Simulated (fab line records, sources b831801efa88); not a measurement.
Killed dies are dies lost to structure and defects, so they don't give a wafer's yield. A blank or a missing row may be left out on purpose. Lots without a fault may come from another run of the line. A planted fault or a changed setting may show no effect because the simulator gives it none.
One fault seen from 2 desks | flow gf180mcu | each desk has only its own numbers; what lay behind them comes last

THE METROLOGY DESK
What the gauges read, lot by lot, whatever tool the lot ran on: means of the sampled wafers that have a number. A lot is out of limits, marked OUT, if its mean lies more than 4 standard deviations from the usual mean; the brackets give that distance.
Columns: A = STI_CVD_23_THK at GF_STI_THK_MEAS_24, usual 655 nm; B = VT_IMPLANT_TW at GF_VT_IMPLANT_TW_MEAS_10, usual 559; C = HV_LDD_01_OVL at GF_HV_LDD_OVL_MEAS_20, usual -0.1 nm
lot  | first seen here | A   | B   | C
L865 | day 2 02:06     | 664 | 562 | 1.4
L866 | day 2 12:31     | 664 | 556 | 0.9
L868 | day 2 18:48     | 649 | 558 | 0.0
L869 | day 3 01:14     | 648 | 558 | -1.5
L871 | day 3 09:43     | 649 | 564 | 0.6
L870 | day 3 09:44     | 669 | 562 | -0.2
L872 | day 3 15:08     | 659 | 550 | -0.2
L873 | day 3 22:20     | 665 | 562 | -1.4
L874 | day 4 03:38     | 655 | 558 | 0.5
L876 | day 4 13:18     | 659 | 560 | 0.9
L879 | day 5 03:53     | 648 | 558 | 1.8
L883 | day 5 23:48     | 648 | 556 | -2.2
L884 | day 6 05:24     | 657 | 562 | -1.4
L885 | day 6 10:04     | 657 | 562 | -1.5
This desk's finding: nothing out of limits on any of the 14 lots.

THE TOOL OWNER'S DESK: litho_track-01
The tool's own readings at GF_LVPWELL_COAT_02 (resist thk 3000 nm): means of the sampled wafers that have a number, for each lot that ran on this tool. A lot is out of limits, marked OUT, if its mean lies more than 4 standard deviations from the usual mean; the brackets give that distance.
Columns: A = resist_line_temp_C at GF_LVPWELL_COAT_02, usual 22.98 C
lot  | first seen here | A
L865 | day 3 12:29     | 22.98
L868 | day 4 05:07     | 22.97
L871 | day 4 23:37     | 22.89
L874 | day 5 17:31     | 23.05
L876 | day 6 02:58     | 22.73
L879 | day 6 19:49     | 23.09
This desk's finding: nothing out of limits on any of the 6 lots.

PUT TOGETHER
The metrology desk saw nothing out of limits.
The tool owner's desk saw nothing out of limits.

WHAT THE SIMULATOR HAD PUT IN
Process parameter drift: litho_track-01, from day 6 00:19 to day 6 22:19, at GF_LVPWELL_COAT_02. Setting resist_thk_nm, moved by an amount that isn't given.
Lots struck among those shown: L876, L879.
